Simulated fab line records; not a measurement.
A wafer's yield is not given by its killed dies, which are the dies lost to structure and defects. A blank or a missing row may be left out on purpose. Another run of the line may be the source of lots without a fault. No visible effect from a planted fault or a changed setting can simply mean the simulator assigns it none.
Which tool was responsible? | flow gf180mcu | route of 602 steps, sampled at 1 step: 12 lots, 36 wafers

## WHAT THE GAUGES READ, wafer by wafer
GF_CONTACT_THK_MEAS_03.
lot  | measured     | on            | CONTACT_CVD_02_THK (nm)
L075 | day 15 11:53 | film-metro-02 | 847 869 864
L077 | day 15 23:28 | film-metro-03 | 860 860 864
L079 | day 16 17:47 | film-metro-03 | 848 863 858
L081 | day 17 13:56 | film-metro-02 | 856 835 859
L083 | day 18 05:20 | film-metro-03 | 857 874 864
L085 | day 19 02:26 | film-metro-03 | 846 856 864
L087 | day 19 12:57 | film-metro-02 | 839 848 850
L089 | day 20 20:10 | film-metro-03 | 845 842 856
L091 | day 21 18:01 | film-metro-01 | 845 855 855
L093 | day 22 11:30 | film-metro-02 | 847 860 851
L094 | day 22 14:22 | film-metro-02 | 852 854 856
L097 | day 23 09:26 | film-metro-01 | 854 864 863

## WHICH TOOL RAN EACH LOT (tool, then ch and the chambers of the sampled wafers, then the start)
No process step before these readings appears in the record.

## THE ANSWER, worked out from the rows above alone
Rule: the lots themselves supply what counts as usual. Put in order of their means at a reading, lots are off if they are a third of the lots or fewer, leave a main group of 4 or more, and stand apart from it by a gap of 3 or more times the standard deviation of the main group's means; of several such gaps the widest counts. A main group whose means are all the same, to the digits that the tables above print for the reading, isn't used. Also off: a lot with no number at a reading for which 4 or more lots have one. Any other lot the step has rows for is counted as sound.
No lot is off on any of the readings shown, so nothing can be concluded from this.

## WHAT HAD BEEN PUT IN BY THE SIMULATOR
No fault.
